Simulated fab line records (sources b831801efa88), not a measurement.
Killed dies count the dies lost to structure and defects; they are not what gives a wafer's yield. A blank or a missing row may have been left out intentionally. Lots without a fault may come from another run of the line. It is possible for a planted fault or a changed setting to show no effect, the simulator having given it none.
A struck lot beside a sound one	flow sky130	15 steps out of a route of 708
Sound: the wafers L726.4, L726.5, L726.6. Struck: wafer L735.4 (L735.3, L735.6, from the same lot, were not struck and are left out); the cause is given at the end.
For every step that has rows: the tool of each side, followed by ch and its chambers, followed by its first start. Under that, the readings that differ: sound wafers	struck wafers	difference of the means	sigmas: that difference in standard deviations of wafers without a fault.
alike: readings whose means differ by less than 2 such deviations, and words and numbers that are the same on both sides. not compared: withheld readings, readings that some wafer has no value for, bounds like >300 that may hide the same value, and numbers for which the record gives no deviation and whose values overlap.
Wherever a step has rows on one side only, a row that says differs or no value, or a row with sigmas, the two part there. When numbers do not overlap yet have no deviation, they are printed without sigmas and do not part them. Lack of a reading on every wafer of one side parts them only where that side has two or more wafers.

first, 5 steps without rows for these wafers: SKY_LI_CONTACT_COAT_07 (resist thk 450 nm); SKY_LI_CONTACT_SOFTBAKE_08 (time 90 s); SKY_LI_CONTACT_EXPOSE_09 (exposes mask LICM1, target cd 170 nm); SKY_LI_CONTACT_PEB_10; SKY_LI_CONTACT_DEVELOP_11 (develop time 60 s).
SKY_LI_CONTACT_CD_MEAS_12: target cd 170 nm.
  struck on cd_sem-02, day 32 08:51; sound on cd_sem-01, day 28 22:13
  alike: cd_nm
SKY_LI_CONTACT_OVL_MEAS_13:
  struck on overlay-02, day 32 08:56; sound on overlay-01, day 28 22:17
  alike: LI_CONTACT_OVL
SKY_LI_CONTACT_ETCH_14: etches BARC in N2/H2, stops on SiO2, time 45.9 s, target depth 60 nm.
  sound on rie_diel-02 ch 1,2, day 28 22:19; struck on rie_diel-02 ch 0, day 32 08:58
reading	sound	struck	difference	sigmas
throttle_valve_pct (%)	13.227 13.200 13.234	13.245	+0.025	+3
  alike: drypump_motor_current_A, oes_product_au
  not compared: rf_hours_counter_h
SKY_LI_CONTACT_ETCH_15: etches PSG in C4F8/O2/Ar, stops on Si, target depth 600 nm.
  sound on rie_diel-02 ch 1,2, day 28 22:21; struck on rie_diel-02 ch 0, day 32 09:01
  alike: oes_product_au
SKY_LI_CONTACT_STRIP_16: strips in O2/N2.
  sound on plasma_asher-04 ch 0,1, day 28 22:28; struck on plasma_asher-01 ch 1, day 32 09:08
  alike: drypump_motor_current_A, oes_product_au, strip_time_to_endpoint_s
  not compared: rf_hours_counter_h
then, 2 steps without rows for these wafers: SKY_LI_CONTACT_CLEAN_17 (cleans in NMP, time 600 s); SKY_LI_CONTACT_PRE_CLEAN_18 (time 5.6 s).
SKY_LI_CONTACT_SPUTTER_19: material Ti, target thk 20 nm, time 106.37 s.
  struck on pvd_sputter-04, day 32 09:25; sound on pvd_sputter-03, day 28 22:44
reading	sound	struck	difference	sigmas
cathode_dc_power_W (W)	2499.8 2499.7 2499.8	2589.0	+89.2	+99 or more
model.Ti_of_LI_CONTACT_SPUTTER_19.thk_nm (nm)	20.03 19.92 20.14	20.72	+0.69	
  alike: throttle_valve_pct
SKY_LI_CONTACT_SPUTTER_20: material TiN, target thk 20 nm, time 80 s.
  struck on pvd_sputter-04, day 32 09:34; sound on pvd_sputter-03, day 28 22:49
  alike: cathode_dc_power_W, throttle_valve_pct
-- here the record skips 16 days between the struck wafers' starts before and after, leaving off in module LI_CONTACT and picking up in module PAD_OPEN (first step shown: number 708 of the route) --
SKY_PAD_OPEN_PROBE_99:
  rows exist in the record for the struck wafers here (prober-02, day 48 04:06), but not for the sound ones

== WHERE THEY PART ==
Last at SKY_PAD_OPEN_PROBE_99 as far as this record goes, first at SKY_LI_CONTACT_ETCH_14.

WHY: whatever the simulator had introduced
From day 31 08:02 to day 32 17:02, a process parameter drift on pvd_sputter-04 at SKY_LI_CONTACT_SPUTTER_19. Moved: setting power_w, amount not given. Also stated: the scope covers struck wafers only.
